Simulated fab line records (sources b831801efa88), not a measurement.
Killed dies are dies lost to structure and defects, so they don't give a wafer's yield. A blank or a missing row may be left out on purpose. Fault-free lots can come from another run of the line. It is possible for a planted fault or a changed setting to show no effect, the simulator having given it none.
fab line records ; flow gf180mcu
record: lots: 15; wafers: 45; last_day: 34
route steps=602 shown V5@541 TOP_METAL@578
lots with no fault: from the same line, run without faults
start_h: hours from the record's first day to the start of the lot's first wafer shown ; wait_h: hours from the lot's prior step to this one ; " same as the row above ; L1.1+2: several wafers, shown together as one row ; - value missing, or start not given ; * or withheld: withheld ; < > ~ a bound
route shown NAME@n: a module of which the file shows steps, and the number in the route of the first ; usual: mean/standard deviation taken from wafers without a fault ; same: alike in all rows ; chamber/n: place in a boat ; sites: per-site readings ; _std_site: their standard deviation ; _edge_site: the outer-site mean with the inner-site mean subtracted ; radius_mm: how far each site lies from the wafer's centre ; mask NAME#n: copy n ; behind: the tool/chamber that last shaped the wafer ; hold: why the lot was held/for how many hours/how that ended ; device: the transistor (n, p or np) that didn't switch ; end of line: at the end of the route, the tests of the same wafers ; where a step has no rows: the recipe by itself ; killed: at the first sort, the dies lost to defects and structure; wafer yield is something else ; map: the dies of a wafer, with x for killed, . for not killed, _ for no die there
set.NAME: the setting that was run; set.NAME@STEP: the one run at that earlier step ; model.NAME: the simulator's own value behind a step, which no gauge read
a sample of lots followed through the steps of the route, with each step as a table and each wafer as a row
services: from which hour (start_h, from the record's first day; less than 0 if before it) a tool's chamber was out of use, for how many hours, and why
== steps ==
step: GF_V5_THK_MEAS_01
recipe: reads: SiO2_of_V5_CVD_00
usual: V5_CVD_00_THK: 299/3.2
lot.wafer;tool;chamber;start_h;wait_h;V5_CVD_00_THK[nm]
L725.1;film_metro-02;-;607.73;0.0;299
L725.3;film_metro-02;-;607.73;0.0;304
L725.5;film_metro-02;-;607.73;0.0;301
L726.1;film_metro-03;-;614.28;0.0;296
L726.2;film_metro-03;-;614.28;0.0;302
L726.3;film_metro-03;-;614.28;0.0;301
L727.1;film_metro-03;-;625.32;0.0;303
L727.2;film_metro-03;-;625.32;0.0;300
L727.3;film_metro-03;-;625.32;0.0;301
L729.1;film_metro-03;-;640.69;0.0;300
L729.2;film_metro-03;-;640.69;0.0;294
L729.5;film_metro-03;-;640.69;0.0;299
L730.2;film_metro-03;-;649.95;0.0;301
L730.3;film_metro-03;-;649.95;0.0;292
L730.5;film_metro-03;-;649.95;0.0;292
L732.1;film_metro-02;-;660.44;0.0;292
L732.2;film_metro-02;-;660.44;0.0;298
L732.4;film_metro-02;-;660.44;0.0;291
L739.1;film_metro-01;-;708.40;0.0;294
L739.4;film_metro-01;-;708.40;0.0;295
L739.5;film_metro-01;-;708.40;0.0;300
L740.1;film_metro-01;-;723.00;0.0;298
L740.4;film_metro-01;-;723.00;0.0;299
L740.5;film_metro-01;-;723.00;0.0;301
L741.2;film_metro-03;-;726.94;0.0;302
L741.4;film_metro-03;-;726.94;0.0;299
L741.6;film_metro-03;-;726.94;0.0;297
L742.1;film_metro-03;-;730.62;0.0;300
L742.5;film_metro-03;-;730.62;0.0;296
L742.6;film_metro-03;-;730.62;0.0;298
L743.3;film_metro-02;-;738.32;0.0;296
L743.4;film_metro-02;-;738.32;0.0;295
L743.5;film_metro-02;-;738.32;0.0;296
L744.2;film_metro-03;-;748.65;0.0;298
L744.4;film_metro-03;-;748.65;0.0;300
L744.6;film_metro-03;-;748.65;0.0;303
L745.1;film_metro-02;-;749.94;0.0;293
L745.3;film_metro-02;-;749.94;0.0;299
L745.4;film_metro-02;-;749.94;0.0;298
L748.1;film_metro-03;-;762.88;0.0;300
L748.3;film_metro-03;-;762.88;0.0;299
L748.5;film_metro-03;-;762.88;0.0;300
L746.1;film_metro-02;-;762.89;0.0;301
L746.5;film_metro-02;-;762.89;0.0;305
L746.6;film_metro-02;-;762.89;0.0;300
step: GF_V5_CVD_23
recipe: material: W; target_thk_nm: 350; time_s: 104.9; temp_c: 400; pressure_torr: 40
usual: heater_power_w: 821/140
lot.wafer;tool;chamber;start_h;wait_h;heater_power_w
L725.1;cvd_w-02;1;629.49;0.0;994
L725.3;cvd_w-02;0;629.49;0.0;676
L725.5;cvd_w-02;1;629.49;0.0;1021
L726.1;cvd_w-02;1;635.90;0.0;1003
L726.2;cvd_w-02;0;635.90;0.0;661
L726.3;cvd_w-02;0;635.90;0.0;681
L727.1;cvd_w-02;0;646.46;0.0;666
L727.2;cvd_w-02;1;646.46;0.0;982
L727.3;cvd_w-02;0;646.46;0.0;675
L729.1;cvd_w-02;0;661.50;0.0;662
L729.2;cvd_w-02;1;661.50;0.0;1048
L729.5;cvd_w-02;1;661.50;0.0;998
L730.2;cvd_w-01;1;670.47;0.0;797
L730.3;cvd_w-01;0;670.47;0.0;799
L730.5;cvd_w-01;1;670.47;0.0;778
L732.1;cvd_w-02;1;680.65;0.0;1012
L732.2;cvd_w-02;0;680.65;0.0;654
L732.4;cvd_w-02;0;680.65;0.0;675
L739.1;cvd_w-01;0;727.22;0.0;783
L739.4;cvd_w-01;0;727.22;0.0;792
L739.5;cvd_w-01;0;727.22;0.0;817
L740.1;cvd_w-02;0;742.24;0.0;675
L740.4;cvd_w-02;1;742.24;0.0;1020
L740.5;cvd_w-02;1;742.24;0.0;1037
L741.2;cvd_w-01;1;745.28;0.0;814
L741.4;cvd_w-01;1;745.28;0.0;785
L741.6;cvd_w-01;0;745.28;0.0;791
L742.1;cvd_w-01;0;749.08;0.0;822
L742.5;cvd_w-01;0;749.08;0.0;822
L742.6;cvd_w-01;1;749.08;0.0;814
L743.3;cvd_w-02;0;756.54;0.1;678
L743.4;cvd_w-02;0;756.54;0.1;668
L743.5;cvd_w-02;0;756.54;0.1;683
L744.2;cvd_w-01;0;766.53;0.0;824
L744.4;cvd_w-01;1;766.53;0.0;809
L744.6;cvd_w-01;0;766.53;0.0;813
L745.1;cvd_w-02;0;768.76;0.0;691
L745.3;cvd_w-02;1;768.76;0.0;1007
L745.4;cvd_w-02;0;768.76;0.0;658
L748.1;cvd_w-02;1;779.71;0.0;1014
L748.3;cvd_w-02;0;779.71;0.0;665
L748.5;cvd_w-02;1;779.71;0.0;1040
L746.1;cvd_w-01;0;780.99;0.0;786
L746.5;cvd_w-01;1;780.99;0.0;811
L746.6;cvd_w-01;0;780.99;0.0;816
step: GF_V5_RS_MEAS_24
recipe: thk_meas_gauge: four-point-probe; reads: W_of_V5_CVD_23+TiN_of_V5_SPUTTER_22+Ti_of_V5_SPUTTER_21
usual: V5_W_RS: 0.330/0.0057
lot.wafer;tool;chamber;start_h;wait_h;V5_W_RS[ohm/sq]
L725.1;film_metro-01;-;629.60;0.1;0.330
L725.3;film_metro-01;-;629.60;0.1;0.333
L725.5;film_metro-01;-;629.60;0.1;0.331
L726.1;film_metro-01;-;636.01;0.1;0.331
L726.2;film_metro-01;-;636.01;0.1;0.338
L726.3;film_metro-01;-;636.01;0.1;0.343
L727.1;film_metro-01;-;646.57;0.1;0.337
L727.2;film_metro-01;-;646.57;0.1;0.331
L727.3;film_metro-01;-;646.57;0.1;0.340
L729.1;film_metro-02;-;661.61;0.1;0.338
L729.2;film_metro-02;-;661.61;0.1;0.333
L729.5;film_metro-02;-;661.61;0.1;0.330
L730.2;film_metro-02;-;670.61;0.1;0.324
L730.3;film_metro-02;-;670.61;0.1;0.319
L730.5;film_metro-02;-;670.61;0.1;0.327
L732.1;film_metro-03;-;680.76;0.1;0.335
L732.2;film_metro-03;-;680.76;0.1;0.336
L732.4;film_metro-03;-;680.76;0.1;0.337
L739.1;film_metro-03;-;727.33;0.1;0.321
L739.4;film_metro-03;-;727.33;0.1;0.319
L739.5;film_metro-03;-;727.33;0.1;0.321
L740.1;film_metro-01;-;742.38;0.1;0.334
L740.4;film_metro-01;-;742.38;0.1;0.332
L740.5;film_metro-01;-;742.38;0.1;0.330
L741.2;film_metro-01;-;745.41;0.1;0.327
L741.4;film_metro-01;-;745.41;0.1;0.326
L741.6;film_metro-01;-;745.41;0.1;0.324
L742.1;film_metro-02;-;749.19;0.1;0.319
L742.5;film_metro-02;-;749.19;0.1;0.323
L742.6;film_metro-02;-;749.19;0.1;0.326
L743.3;film_metro-03;-;756.73;0.2;0.332
L743.4;film_metro-03;-;756.73;0.2;0.337
L743.5;film_metro-03;-;756.73;0.2;0.329
L744.2;film_metro-02;-;766.66;0.1;0.322
L744.4;film_metro-02;-;766.66;0.1;0.324
L744.6;film_metro-02;-;766.66;0.1;0.325
L745.1;film_metro-01;-;768.88;0.1;0.330
L745.3;film_metro-01;-;768.88;0.1;0.332
L745.4;film_metro-01;-;768.88;0.1;0.337
L748.1;film_metro-01;-;779.82;0.1;0.324
L748.3;film_metro-01;-;779.82;0.1;0.328
L748.5;film_metro-01;-;779.82;0.1;0.327
L746.1;film_metro-01;-;781.11;0.1;0.322
L746.5;film_metro-01;-;781.11;0.1;0.326
L746.6;film_metro-01;-;781.11;0.1;0.323
step: GF_TOP_METAL_EXPOSE_11
recipe: mask_id: MetalTop; target_cd_nm: 440; na: 0.6; source_shape: conventional; sigma_outer: 0.6; dose_mj: 170
usual: exposure_dose_mJ_cm2: 169.89/0.19; focus_offset_nm: 0.1/0.57; reticle_temp_C: 23.01/0.11; stage_vel_mm_s: 500.00/0.24
lot.wafer;tool;chamber;start_h;wait_h;mask;exposure_dose_mJ_cm2;focus_offset_nm;reticle_temp_C;stage_vel_mm_s
L725.1;iline_stepper-01;0;640.49;-;MetalTop#0;169.83;0.1;23.04;500.08
L725.3;iline_stepper-01;0;640.49;-;MetalTop#0;169.67;0.7;23.17;500.52
L725.5;iline_stepper-01;0;640.49;-;MetalTop#0;170.09;0.4;23.16;500.80
L726.1;iline_stepper-01;0;646.84;-;MetalTop#0;169.85;-0.3;22.93;499.91
L726.2;iline_stepper-01;0;646.84;-;MetalTop#0;169.66;-0.1;22.92;500.03
L726.3;iline_stepper-01;0;646.84;-;MetalTop#0;169.77;0.3;22.84;500.37
L727.1;iline_stepper-02;0;656.72;-;MetalTop#0;170.03;0.0;22.96;500.28
L727.2;iline_stepper-02;0;656.72;-;MetalTop#0;169.85;1.5;22.83;500.32
L727.3;iline_stepper-02;0;656.72;-;MetalTop#0;169.91;0.3;22.97;500.20
L729.1;iline_stepper-02;0;671.84;-;MetalTop#0;170.26;-0.9;23.02;499.74
L729.2;iline_stepper-02;0;671.84;-;MetalTop#0;169.77;-0.1;22.88;500.00
L729.5;iline_stepper-02;0;671.84;-;MetalTop#0;169.95;-0.3;23.02;500.06
L730.2;iline_stepper-01;0;681.25;-;MetalTop#0;169.74;-0.3;23.06;500.11
L730.3;iline_stepper-01;0;681.25;-;MetalTop#0;170.03;-0.4;22.90;500.12
L730.5;iline_stepper-01;0;681.25;-;MetalTop#0;169.78;0.2;22.99;500.20
L732.1;iline_stepper-02;0;690.72;-;MetalTop#0;169.97;0.8;22.93;500.27
L732.2;iline_stepper-02;0;690.72;-;MetalTop#0;169.84;0.4;22.91;500.21
L732.4;iline_stepper-02;0;690.72;-;MetalTop#0;169.95;1.0;23.01;499.87
L739.1;iline_stepper-01;0;736.44;-;MetalTop#0;170.14;0.6;23.02;500.03
L739.4;iline_stepper-01;0;736.44;-;MetalTop#0;170.19;0.0;22.96;500.20
L739.5;iline_stepper-01;0;736.44;-;MetalTop#0;170.07;1.1;22.92;500.14
L740.1;iline_stepper-01;-;751.14;-;MetalTop#0;-;-;-;-
L740.4;iline_stepper-01;-;751.14;-;MetalTop#0;-;-;-;-
L740.5;iline_stepper-01;-;751.14;-;MetalTop#0;-;-;-;-
L741.2;iline_stepper-02;-;754.48;-;MetalTop#0;-;-;-;-
L741.4;iline_stepper-02;-;754.48;-;MetalTop#0;-;-;-;-
L741.6;iline_stepper-02;-;754.48;-;MetalTop#0;-;-;-;-
L742.1;iline_stepper-02;-;757.95;-;MetalTop#0;-;-;-;-
L742.5;iline_stepper-02;-;757.95;-;MetalTop#0;-;-;-;-
L742.6;iline_stepper-02;-;757.95;-;MetalTop#0;-;-;-;-
L743.3;iline_stepper-02;0;765.78;-;MetalTop#0;169.99;0.1;23.05;500.08
L743.4;iline_stepper-02;0;765.78;-;MetalTop#0;169.90;-0.1;23.17;499.82
L743.5;iline_stepper-02;0;765.78;-;MetalTop#0;169.73;-0.1;23.23;499.94
L744.2;iline_stepper-01;0;775.18;-;MetalTop#0;169.71;-0.6;22.98;499.30
L744.4;iline_stepper-01;0;775.18;-;MetalTop#0;169.87;-0.3;23.01;499.77
L744.6;iline_stepper-01;0;775.18;-;MetalTop#0;169.59;0.6;23.06;499.37
L745.1;iline_stepper-02;0;777.16;-;MetalTop#0;169.69;-0.4;23.14;500.35
L745.3;iline_stepper-02;0;777.16;-;MetalTop#0;169.65;-1.0;23.04;499.79
L745.4;iline_stepper-02;0;777.16;-;MetalTop#0;169.60;-0.1;23.07;499.87
L748.1;iline_stepper-01;0;788.49;-;MetalTop#0;169.65;0.3;22.96;500.01
L748.3;iline_stepper-01;0;788.49;-;MetalTop#0;169.70;0.0;23.08;499.78
L748.5;iline_stepper-01;0;788.49;-;MetalTop#0;169.66;0.0;22.96;500.05
L746.1;iline_stepper-01;0;789.32;-;MetalTop#0;169.69;0.5;23.00;499.98
L746.5;iline_stepper-01;0;789.32;-;MetalTop#0;169.64;-0.8;23.03;500.49
L746.6;iline_stepper-01;0;789.32;-;MetalTop#0;169.67;0.5;23.02;500.03
== services ==
tool;chamber;start_h;hours;kind
iline_stepper-01;-;613.00;5.3;repair
iline_stepper-02;-;627.61;1.7;pm
iline_stepper-02;0;690.16;-;calibration
iline_stepper-01;0;694.24;-;calibration
iline_stepper-01;-;707.30;7.2;repair
iline_stepper-02;-;712.33;0.5;repair
iline_stepper-02;-;729.90;2.1;pm
iline_stepper-02;-;731.99;-;consumable_replace:lamp
iline_stepper-01;-;737.35;2.4;repair
iline_stepper-01;-;741.99;1.9;repair
cvd_w-02;-;742.36;6.9;pm
cvd_w-02;1;754.67;2.5;repair
iline_stepper-01;-;761.41;1.7;pm
== key ==
first_sign: step: GF_TOP_METAL_EXPOSE_11; reading: tool_record; direction: missing
effect none on later readings
met_at GF_TOP_METAL_EXPOSE_11
struck_lots L740,L741,L742
later_rows_left_out L740.1,L740.4,L740.5,L741.2,L741.4,L741.6,L742.1,L742.5,L742.6
sort_left_out L740.1,L740.4,L740.5,L741.2,L741.4,L741.6,L742.1,L742.5,L742.6
not_acting_at GF_V5_THK_MEAS_01,GF_V5_CVD_23,GF_V5_RS_MEAS_24
onset_between 736.44 751.14
fault: kind: skipped_step_whole; tool: iline_stepper-01,iline_stepper-02; chamber: -; onset_h: 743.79; steps: GF_TOP_METAL_EXPOSE_11; scope: struck_lots_only
sort_left_out: the simulated sort isn't trusted on such a fault, so these wafers' sort isn't shown, and their yield isn't known
later_rows_left_out: the simulator's readings of these wafers behind a module that went badly wrong aren't trusted and aren't shown, but for the sort
